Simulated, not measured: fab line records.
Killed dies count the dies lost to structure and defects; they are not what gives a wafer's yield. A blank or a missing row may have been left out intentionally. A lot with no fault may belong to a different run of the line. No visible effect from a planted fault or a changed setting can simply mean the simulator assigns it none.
fab line records	flow sky130
[record] lots = 5	wafers = 15	last_day = 49
route steps=708 shown VIA1@480 METAL2@483
lots that met no fault: taken from a fault-free run of the same line
start_h: hours from the record's opening day to when the first of the lot's shown wafers began	wait_h: hours elapsed since this lot's preceding step	" identical to the entry in the row above	L1.1+2: a row that stands for several wafers	- either no value or no given start	* or withheld: withheld	< > ~ a bound
route shown NAME@n: NAME is a module with steps in the file, n the number in the route of the first one	usual: mean/standard deviation taken from wafers without a fault	same: alike in all rows	chamber/n: place in a boat	sites: the reading at each site	_std_site: standard deviation of those values	_edge_site: mean of outer sites minus mean of inner sites	radius_mm: for every site, how far away it sits from the centre of the wafer	mask NAME#n: copy n	behind: tool/chamber where the wafer was last shaped	hold: the reason the lot was held/the length of the hold in hours/how it ended	device: whichever transistor did not switch (one of n, p or np)	end of line: the route-end tests of the same wafers	a step without rows: its recipe alone	killed: the dies lost at the first sort to structure and to defects; this is not the yield of the wafer	map: the dies of a wafer, with x for killed, . for not killed, _ for no die there
set.NAME: setting as actually run; set.NAME@STEP: the setting as run at that earlier step	model.NAME: the simulator's own value behind a step, which no gauge read
lots seen at some steps along the route; tables by step, rows by wafer
services: from which hour (start_h, from the record's first day; less than 0 if before it) a tool's chamber was out of use, for how many hours, and why
[[steps]]
[step SKY_VIA1_RS_MEAS_22]
[recipe] thk_meas_gauge = four-point-probe	reads = W_of_VIA1_CVD_21+TiN_of_VIA1_SPUTTER_20
[usual] VIA1_W_RS = 0.428/0.0087
lot.wafer	tool	chamber	start_h	wait_h	VIA1_W_RS[ohm/sq]
L074.2	film_metro-01	-	801.77	0.1	0.443
L074.5	"	-	"	"	0.446
L074.6	"	-	"	"	0.424
L075.2	film_metro-01	-	803.32	0.1	0.436
L075.3	"	-	"	"	0.437
L075.4	"	-	"	"	0.440
L077.4	film_metro-02	-	820.59	0.1	0.433
L077.5	"	-	"	"	0.438
L077.6	"	-	"	"	0.441
L081.1	film_metro-01	-	846.92	0.2	0.440
L081.3	"	-	"	"	0.435
L081.4	"	-	"	"	0.436
L091.3	film_metro-01	-	924.71	0.1	0.428
L091.5	"	-	"	"	0.414
L091.6	"	-	"	"	0.426
[step SKY_VIA1_THK_MEAS_23]
[recipe] thk_meas_gauge = xrf	reads = W_of_VIA1_CVD_21
[usual] VIA1_W_THK = 275/6.1
lot.wafer	tool	chamber	start_h	wait_h	VIA1_W_THK[nm]
L074.2	film_metro-01	-	801.88	0.1	266
L074.5	"	-	"	"	266
L074.6	"	-	"	"	279
L075.2	film_metro-01	-	803.43	0.1	270
L075.3	"	-	"	"	270
L075.4	"	-	"	"	267
L077.4	film_metro-02	-	820.68	0.1	266
L077.5	"	-	"	"	264
L077.6	"	-	"	"	261
L081.1	film_metro-01	-	847.04	0.1	268
L081.3	"	-	"	"	270
L081.4	"	-	"	"	269
L091.3	film_metro-01	-	924.81	0.1	274
L091.5	"	-	"	"	281
L091.6	"	-	"	"	275
[step SKY_VIA1_CMP_24]
[recipe] stop_on = SiO2	t_overpolish_s = 15	down_force_psi = 3.5	platen_rpm = 60	target_thk_nm = 0	pad_velocity_m_s = 0.94248
[usual] motor_current_A = 11.6/0.94	overpolish_run_s = 15.001/0.0081	platen_rpm = 60.01/0.039	time_to_endpoint_s = 65/4.2
lot.wafer	tool	chamber	start_h	wait_h	motor_current_A	overpolish_run_s	platen_rpm	time_to_endpoint_s
L074.2	cmp-01	3	802.08	0.2	11.9	15.007	60.02	61
L074.5	"	0	"	"	12.8	15.012	60.06	57
L074.6	"	1	"	"	12.8	15.008	60.02	71
L075.3	cmp-01	1	803.48	0.0	13.0	15.002	59.99	68
L075.2	"	2	"	"	10.0	14.990	59.99	63
L075.4	"	0	"	"	12.4	15.002	60.08	60
L077.4	cmp-02	2	820.81	0.1	9.7	15.001	60.07	68
L077.5	"	0	"	"	11.4	15.002	60.03	62
L077.6	"	1	"	"	12.2	15.001	59.93	72
L081.1	cmp-01	3	847.10	0.1	12.4	14.993	60.04	59
L081.3	"	0	"	"	12.8	15.012	60.04	57
L081.4	"	2	"	"	9.9	14.997	60.06	61
L091.3	cmp-01	2	925.10	0.3	10.0	15.006	59.98	63
L091.5	"	2	"	"	10.5	15.004	60.01	64
L091.6	"	3	"	"	11.8	14.983	59.96	61
[step SKY_METAL2_SPUTTER_00]
[recipe] material = Ti	target_thk_nm = 15	power_w = 3000	time_s = 10	chamber_pressure_pa = 0.4
[usual] throttle_valve_pct = 29.4/0.65
lot.wafer	tool	chamber	start_h	wait_h	throttle_valve_pct
L074.2	pvd_sputter-01	-	802.23	0.1	30.5
L074.5	"	-	"	"	30.2
L074.6	"	-	"	"	30.7
L075.2	pvd_sputter-03	-	803.78	0.2	28.7
L075.3	"	-	"	"	28.7
L075.4	"	-	"	"	29.8
L077.4	pvd_sputter-01	-	821.01	0.1	30.1
L077.5	"	-	"	"	28.7
L077.6	"	-	"	"	29.9
L081.1	pvd_sputter-04	-	847.40	0.2	29.4
L081.3	"	-	"	"	30.3
L081.4	"	-	"	"	28.7
L091.3	pvd_sputter-04	-	925.40	0.2	29.4
L091.5	"	-	"	"	30.3
L091.6	"	-	"	"	29.3
[step SKY_METAL2_SPUTTER_01]
[recipe] material = TiN	target_thk_nm = 20	power_w = 6500	time_s = 16.7	chamber_pressure_pa = 0.4
[usual] throttle_valve_pct = 29.3/0.65
lot.wafer	tool	chamber	start_h	wait_h	throttle_valve_pct
L074.2	pvd_sputter-01	-	802.26	0.0	30.5
L074.5	"	-	"	"	29.8
L074.6	"	-	"	"	30.6
L075.2	pvd_sputter-03	-	803.80	0.0	29.1
L075.3	"	-	"	"	28.8
L075.4	"	-	"	"	29.8
L077.4	pvd_sputter-01	-	821.04	0.0	29.7
L077.5	"	-	"	"	28.6
L077.6	"	-	"	"	30.2
L081.1	pvd_sputter-04	-	847.42	0.0	29.1
L081.3	"	-	"	"	30.4
L081.4	"	-	"	"	28.9
L091.3	pvd_sputter-04	-	925.42	0.0	29.3
L091.5	"	-	"	"	30.3
L091.6	"	-	"	"	29.3
[step SKY_METAL2_SPUTTER_02]
[recipe] material = AlCu	target_thk_nm = 250	power_w = 10600	time_s = 13.3	chamber_pressure_pa = 0.4
[usual] throttle_valve_pct = 29.4/0.66
lot.wafer	tool	chamber	start_h	wait_h	throttle_valve_pct
L074.2	pvd_sputter-01	-	802.28	0.0	30.8
L074.5	"	-	"	"	29.9
L074.6	"	-	"	"	30.6
L075.2	pvd_sputter-03	-	803.83	0.0	29.0
L075.3	"	-	"	"	28.7
L075.4	"	-	"	"	29.9
L077.4	pvd_sputter-01	-	821.06	0.0	30.0
L077.5	"	-	"	"	28.6
L077.6	"	-	"	"	30.0
L081.1	pvd_sputter-04	-	847.45	0.0	29.2
L081.3	"	-	"	"	30.3
L081.4	"	-	"	"	29.2
L091.3	pvd_sputter-04	-	925.44	0.0	29.2
L091.5	"	-	"	"	30.3
L091.6	"	-	"	"	29.0
[step SKY_METAL2_SPUTTER_03]
[recipe] material = Ti	target_thk_nm = 5	power_w = 3000	time_s = 3.3	chamber_pressure_pa = 0.4
[usual] throttle_valve_pct = 29.4/0.65
lot.wafer	tool	chamber	start_h	wait_h	throttle_valve_pct
L074.2	pvd_sputter-01	-	802.31	0.0	30.6
L074.5	"	-	"	"	30.5
L074.6	"	-	"	"	30.5
L075.2	pvd_sputter-03	-	803.85	0.0	28.9
L075.3	"	-	"	"	28.9
L075.4	"	-	"	"	29.8
L077.4	pvd_sputter-01	-	821.09	0.0	30.0
L077.5	"	-	"	"	28.8
L077.6	"	-	"	"	30.0
L081.1	pvd_sputter-04	-	847.47	0.0	29.3
L081.3	"	-	"	"	30.1
L081.4	"	-	"	"	28.8
L091.3	pvd_sputter-04	-	925.47	0.0	29.4
L091.5	"	-	"	"	30.1
L091.6	"	-	"	"	29.3
[step SKY_METAL2_SPUTTER_04]
[recipe] material = TiN	target_thk_nm = 70	power_w = 6500	time_s = 58.3	chamber_pressure_pa = 0.4
[usual] throttle_valve_pct = 29.4/0.62
lot.wafer	tool	chamber	start_h	wait_h	throttle_valve_pct
L074.2	pvd_sputter-01	-	802.33	0.0	30.3
L074.5	"	-	"	"	30.2
L074.6	"	-	"	"	30.8
L075.2	pvd_sputter-03	-	803.87	0.0	28.9
L075.3	"	-	"	"	28.8
L075.4	"	-	"	"	29.7
L077.4	pvd_sputter-01	-	821.11	0.0	29.9
L077.5	"	-	"	"	28.6
L077.6	"	-	"	"	30.1
L081.1	pvd_sputter-04	-	847.49	0.0	29.3
L081.3	"	-	"	"	30.1
L081.4	"	-	"	"	28.9
L091.3	pvd_sputter-04	-	925.49	0.0	29.1
L091.5	"	-	"	"	30.2
L091.6	"	-	"	"	29.2
[step SKY_METAL2_RS_MEAS_05]
[recipe] thk_meas_gauge = four-point-probe	reads = TiN_of_METAL2_SPUTTER_04+Ti_of_METAL2_SPUTTER_03+AlCu_of_METAL2_SPUTTER_02+TiN_of_METAL2_SPUTTER_01+Ti_of_METAL2_SPUTTER_00
[usual] METAL2_ALCU_RS = 0.1269/0.0018
lot.wafer	tool	chamber	start_h	wait_h	METAL2_ALCU_RS[ohm/sq]
L074.2	film_metro-02	-	802.39	0.0	0.1261
L074.5	"	-	"	"	0.1278
L074.6	"	-	"	"	0.1265
L075.2	film_metro-04	-	803.94	0.0	0.1321
L075.3	"	-	"	"	0.1295
L075.4	"	-	"	"	0.1277
L077.4	film_metro-04	-	821.21	0.1	0.1280
L077.5	"	-	"	"	0.1285
L077.6	"	-	"	"	0.1283
L081.1	film_metro-04	-	847.54	0.0	0.1276
L081.3	"	-	"	"	0.1264
L081.4	"	-	"	"	0.1261
L091.3	film_metro-03	-	925.58	0.1	0.1309
L091.5	"	-	"	"	0.1285
L091.6	"	-	"	"	0.1290
[step SKY_METAL2_THK_MEAS_06]
[recipe] thk_meas_gauge = xrf	reads = AlCu_of_METAL2_SPUTTER_02
[usual] METAL2_ALCU_THK = 245/3.6
lot.wafer	tool	chamber	start_h	wait_h	METAL2_ALCU_THK[nm]
L074.2	film_metro-02	-	802.50	0.1	245
L074.5	"	-	"	"	243
L074.6	"	-	"	"	244
L075.2	film_metro-04	-	804.05	0.1	235
L075.3	"	-	"	"	240
L075.4	"	-	"	"	243
L077.4	film_metro-04	-	821.30	0.1	242
L077.5	"	-	"	"	243
L077.6	"	-	"	"	243
L081.1	film_metro-04	-	847.66	0.1	243
L081.3	"	-	"	"	245
L081.4	"	-	"	"	249
L091.3	film_metro-03	-	925.68	0.1	236
L091.5	"	-	"	"	242
L091.6	"	-	"	"	240
[step SKY_METAL2_DEHYDRATE_07]
[recipe] temp_c = 200	time_s = 60
lot.wafer	tool	chamber	start_h	wait_h
L074.2+5+6	litho_track-03	0	815.47	13.0
L075.2+3+4	litho_track-04	0	816.63	12.6
L077.4+5+6	litho_track-03	0	834.32	13.0
L081.1+3+4	litho_track-02	0	860.56	12.9
L091.3+5+6	litho_track-03	0	937.10	11.4
[step SKY_METAL2_HMDS_08]
[recipe] prime_time_s = 60	prime_temp_c = 120
lot.wafer	tool	chamber	start_h	wait_h
L074.2+5+6	litho_track-03	0	815.62	0.1
L075.2+3+4	litho_track-04	0	816.78	0.1
L077.4+5+6	litho_track-03	0	834.47	0.1
L081.1+3+4	litho_track-02	0	860.71	0.1
L091.3+5+6	litho_track-03	0	937.25	0.1
[step SKY_METAL2_COAT_09]
[recipe] resist = BARC	temp_c = withheld	time_s = withheld	spin_rpm = 3000	resist_thk_nm = 60
lot.wafer	tool	chamber	start_h	wait_h
L074.2+5+6	litho_track-03	0	815.77	0.1
L075.2+3+4	litho_track-04	0	816.93	0.1
L077.4+5+6	litho_track-03	0	834.62	0.1
L081.1+3+4	litho_track-02	0	860.86	0.1
L091.3+5+6	litho_track-03	0	937.40	0.1
[step SKY_METAL2_COAT_10]
[recipe] resist = KrF-thick	spin_rpm = 3000	resist_thk_nm = 450
lot.wafer	tool	chamber	start_h	wait_h
L074.2+5+6	litho_track-03	0	-	-
L075.2+3+4	litho_track-04	0	-	-
L077.4+5+6	litho_track-03	0	-	-
L081.1+3+4	litho_track-02	0	-	-
L091.3+5+6	litho_track-03	0	-	-
[step SKY_METAL2_SOFTBAKE_11]
[recipe] temp_c = 100	time_s = 90	resist = KrF-thick
lot.wafer	tool	chamber	start_h	wait_h
L074.2+5+6	litho_track-03	0	-	-
L075.2+3+4	litho_track-04	0	-	-
L077.4+5+6	litho_track-03	0	-	-
L081.1+3+4	litho_track-02	0	-	-
L091.3+5+6	litho_track-03	0	-	-
[step SKY_METAL2_EXPOSE_12]
[recipe] mask_id = MM2	na = 0.8	source_shape = annular	sigma_inner = 0.55	sigma_outer = 0.85	target_cd_nm = 140	dose_mj = 28
lot.wafer	tool	chamber	start_h	wait_h	mask
L074.2+5+6	krf_scanner-02	0	-	-	MM2#0
L075.2+3+4	krf_scanner-02	0	-	-	MM2#0
L077.4+5+6	krf_scanner-02	0	-	-	MM2#0
L081.1+3+4	krf_scanner-01	0	-	-	MM2#0
L091.3+5+6	krf_scanner-02	0	-	-	MM2#0
[step SKY_METAL2_PEB_13]
[recipe] peb_temp_c = withheld	peb_time_s = withheld	resist = KrF-thick
lot.wafer	tool	chamber	start_h	wait_h
L074.2+5+6	litho_track-02	0	-	-
L075.2+3+4	litho_track-04	0	-	-
L077.4+5+6	litho_track-03	0	-	-
L081.1+3+4	litho_track-03	0	-	-
L091.3+5+6	litho_track-02	0	-	-
[step SKY_METAL2_DEVELOP_14]
[recipe] develop_time_s = 60	resist = KrF-thick	dev_temp_c = 21
lot.wafer	tool	chamber	start_h	wait_h
L074.2+5+6	litho_track-02	0	-	-
L075.2+3+4	litho_track-04	0	-	-
L077.4+5+6	litho_track-03	0	-	-
L081.1+3+4	litho_track-03	0	-	-
L091.3+5+6	litho_track-02	0	-	-
[step SKY_METAL2_CD_MEAS_15]
[recipe] target_cd_nm = 140
[usual] cd_nm = 140.3/1.3
lot.wafer	tool	chamber	start_h	wait_h	cd_nm
L074.2	cd_sem-01	-	829.73	-	142.2
L074.5	"	-	"	"	142.8
L074.6	"	-	"	"	141.9
L075.2	cd_sem-01	-	830.98	-	141.2
L075.3	"	-	"	"	142.4
L075.4	"	-	"	"	141.4
L077.4	cd_sem-02	-	847.60	-	141.7
L077.5	"	-	"	"	142.7
L077.6	"	-	"	"	141.7
L081.1	cd_sem-01	-	873.89	-	137.9
L081.3	"	-	"	"	140.1
L081.4	"	-	"	"	139.9
L091.3	cd_sem-01	-	950.50	-	140.3
L091.5	"	-	"	"	140.6
L091.6	"	-	"	"	139.3
[step SKY_METAL2_OVL_MEAS_16]
[usual] METAL2_OVL = -2/7.1
lot.wafer	tool	chamber	start_h	wait_h	METAL2_OVL[nm]
L074.2	overlay-02	-	829.84	0.1	-17
L074.5	"	-	"	"	-14
L074.6	"	-	"	"	-18
L075.2	overlay-01	-	831.08	0.1	-6
L075.3	"	-	"	"	0
L075.4	"	-	"	"	-6
L077.4	overlay-01	-	847.68	0.1	-5
L077.5	"	-	"	"	-6
L077.6	"	-	"	"	-6
L081.1	overlay-01	-	874.01	0.1	2
L081.3	"	-	"	"	-3
L081.4	"	-	"	"	5
L091.3	overlay-02	-	950.59	0.1	6
L091.5	"	-	"	"	-4
L091.6	"	-	"	"	-9
[step SKY_METAL2_DESCUM_17]
[recipe] chemistry = O2	source_power_w = 150	bias_power_w = 0	pressure_mtorr = 10	temp_c = 40	time_s = 8
[usual] drypump_motor_current_A = 5.5/0.3	oes_product_au = 0.998/0.0096
[same] bias_power_w = 0
lot.wafer	tool	chamber	start_h	wait_h	drypump_motor_current_A	oes_product_au	rf_hours_counter_h
L074.2	rie_metal-02	0	829.87	0.0	5.7	0.995	7
L074.5	"	1	"	"	5.6	0.986	-
L074.6	"	0	"	"	5.7	0.990	-
L075.2	rie_metal-01	1	831.11	0.0	4.8	0.996	5
L075.3	"	0	"	"	5.6	1.008	-
L075.4	"	1	"	"	4.9	1.001	-
L077.4	rie_metal-01	0	847.71	0.0	5.6	1.005	-
L077.5	"	0	"	"	5.6	1.004	-
L077.6	"	1	"	"	4.9	0.994	-
L081.1	rie_metal-02	0	874.05	0.0	5.7	0.988	9
L081.3	"	1	"	"	5.6	1.008	-
L081.4	"	0	"	"	5.7	0.992	-
L091.3	rie_metal-03	1	950.63	0.0	5.8	0.998	-
L091.5	"	0	"	"	5.6	1.006	-
L091.6	"	1	"	"	5.8	0.999	-
[step SKY_METAL2_ETCH_18]
[recipe] chemistry = N2/H2	target = BARC	ion_energy_ev = 200	bias_w = 100	pressure_mtorr = 30	n2_flow_sccm = 100	h2_flow_sccm = 200	icp_w = 500	stop_on = SiO2	time_s = 45.9	target_depth_a = 600
[usual] drypump_motor_current_A = 5.5/0.3	oes_product_au = 0.854/0.005	throttle_valve_pct = 13.225/0.0098
lot.wafer	tool	chamber	start_h	wait_h	drypump_motor_current_A	oes_product_au	rf_hours_counter_h	throttle_valve_pct
L074.2	rie_metal-02	0	829.90	0.0	5.6	0.858	7	13.218
L074.5	"	1	"	"	5.6	0.859	-	13.227
L074.6	"	0	"	"	5.7	0.859	-	13.224
L075.2	rie_metal-01	1	831.15	0.0	4.9	0.860	5	13.234
L075.3	"	0	"	"	5.6	0.856	-	13.225
L075.4	"	1	"	"	4.9	0.853	-	13.228
L077.4	rie_metal-01	0	847.75	0.0	5.7	0.858	-	13.230
L077.5	"	0	"	"	5.6	0.854	-	13.214
L077.6	"	1	"	"	4.9	0.859	-	13.247
L081.1	rie_metal-02	0	874.08	0.0	5.6	0.866	9	13.223
L081.3	"	1	"	"	5.6	0.854	-	13.229
L081.4	"	0	"	"	5.7	0.850	-	13.212
L091.3	rie_metal-03	1	950.67	0.0	5.7	0.859	-	13.225
L091.5	"	0	"	"	5.6	0.853	-	13.224
L091.6	"	1	"	"	5.8	0.858	-	13.237
[step SKY_METAL2_METAL_ETCH_19]
[recipe] target_depth_a = 3600	stop_on = SiO2	over_etch_frac = 0.3	time_s = 78	chemistry = Cl2/BCl3	resist_sidewall_deg = 88	pressure_mtorr = 10	icp_w = 900	bias_w = 48.5	Cl2_flow_sccm = 60	bcl3_flow_sccm = 30
[usual] drypump_motor_current_A = 5.5/0.3	oes_product_au = 0.855/0.0057	throttle_valve_pct = 22.265/0.0091
lot.wafer	tool	chamber	start_h	wait_h	drypump_motor_current_A	oes_product_au	rf_hours_counter_h	throttle_valve_pct
L074.2	rie_metal-02	0	829.96	0.0	5.6	0.855	7	22.261
L074.5	"	1	"	"	5.6	0.855	-	22.270
L074.6	"	0	"	"	5.7	0.853	-	22.265
L075.2	rie_metal-01	1	831.21	0.0	4.8	0.866	5	22.258
L075.3	"	0	"	"	5.6	0.844	-	22.268
L075.4	"	1	"	"	4.9	0.854	-	22.266
L077.4	rie_metal-01	0	847.83	0.1	5.6	0.852	-	22.263
L077.5	"	0	"	"	5.6	0.852	-	22.265
L077.6	"	1	"	"	4.8	0.851	-	22.256
L081.1	rie_metal-02	0	874.15	0.0	5.7	0.853	9	22.250
L081.3	"	1	"	"	5.6	0.860	-	22.253
L081.4	"	0	"	"	5.7	0.848	-	22.264
L091.3	rie_metal-03	1	950.74	0.1	5.8	0.848	-	22.270
L091.5	"	0	"	"	5.6	0.855	-	22.259
L091.6	"	1	"	"	5.8	0.844	-	22.268
[step SKY_METAL2_STRIP_20]
[recipe] chemistry = O2/N2	power_w = 1400	pressure_mtorr = 1500	platen_temp_c = withheld	o2_flow_sccm = 3000	n2_flow_sccm = 300	overash_fraction = 0.5
[usual] drypump_motor_current_A = 5.9/0.45	oes_product_au = 0.343/0.0049	strip_time_to_endpoint_s = 2.70/0.045
lot.wafer	tool	chamber	start_h	wait_h	drypump_motor_current_A	oes_product_au	rf_hours_counter_h	strip_time_to_endpoint_s
L074.2	plasma_asher-04	1	830.05	0.1	5.4	0.340	8	2.74
L074.5	"	0	"	"	6.0	0.339	-	2.74
L074.6	"	1	"	"	5.4	0.339	-	2.76
L075.2	plasma_asher-04	0	831.30	0.1	6.0	0.345	8	2.71
L075.3	"	1	"	"	5.4	0.349	-	2.69
L075.4	"	0	"	"	6.0	0.342	-	2.72
L077.4	plasma_asher-04	1	847.92	0.1	5.4	0.339	-	2.65
L077.5	"	1	"	"	5.4	0.337	-	2.68
L077.6	"	0	"	"	6.1	0.344	-	2.71
L081.1	plasma_asher-04	0	874.24	0.1	6.0	0.348	13	2.80
L081.3	"	1	"	"	5.4	0.339	-	2.72
L081.4	"	0	"	"	6.0	0.354	-	2.79
L091.3	plasma_asher-04	0	950.84	0.1	6.0	0.346	-	2.72
L091.5	"	0	"	"	6.1	0.343	-	2.68
L091.6	"	1	"	"	5.4	0.351	-	2.73
[step SKY_METAL2_STRIP_21]
[recipe] chemistry = post_etch_residue_remover	time_s = 1200	temp_c = 72.5
lot.wafer	tool	chamber	start_h	wait_h
L074.2+5+6	wet_bench-01	2	830.15	0.1
L075.2+3+4	wet_bench-03	1	831.40	0.1
L077.4+5+6	wet_bench-03	1	847.99	0.0
L081.1+3+4	wet_bench-02	1	874.36	0.1
L091.3+5+6	wet_bench-02	3	950.90	0.0
[[services]]
tool	chamber	start_h	hours	kind
cmp-02	-	781.63	3.2	pm
rie_metal-01	-	789.26	0.3	repair
cmp-02	-	790.58	0.8	repair
krf_scanner-02	-	797.18	0.8	pm
krf_scanner-01	-	802.36	36.0	pm
cmp-02	-	803.06	4.3	repair
cmp-02	-	806.43	1.7	repair
cmp-01	-	810.89	15.8	pm
pvd_sputter-03	-	818.83	13.6	repair
cmp-01	-	831.15	2.3	repair
plasma_asher-04	-	834.37	0.3	repair
krf_scanner-02	-	838.36	1.0	pm
krf_scanner-02	-	840.86	4.0	pm
pvd_sputter-03	-	843.01	26.9	repair
rie_metal-01	-	854.82	0.6	repair
cmp-01	-	856.68	1.1	repair
pvd_sputter-03	-	857.44	0.9	repair
krf_scanner-02	-	860.67	13.0	repair
plasma_asher-04	-	887.75	15.6	pm
pvd_sputter-04	-	910.02	4.1	repair
krf_scanner-02	-	929.28	1.3	pm
pvd_sputter-03	-	933.42	75.8	repair
pvd_sputter-01	-	940.61	2.3	repair
pvd_sputter-03	-	942.90	1.0	repair
[[key]]
fault none
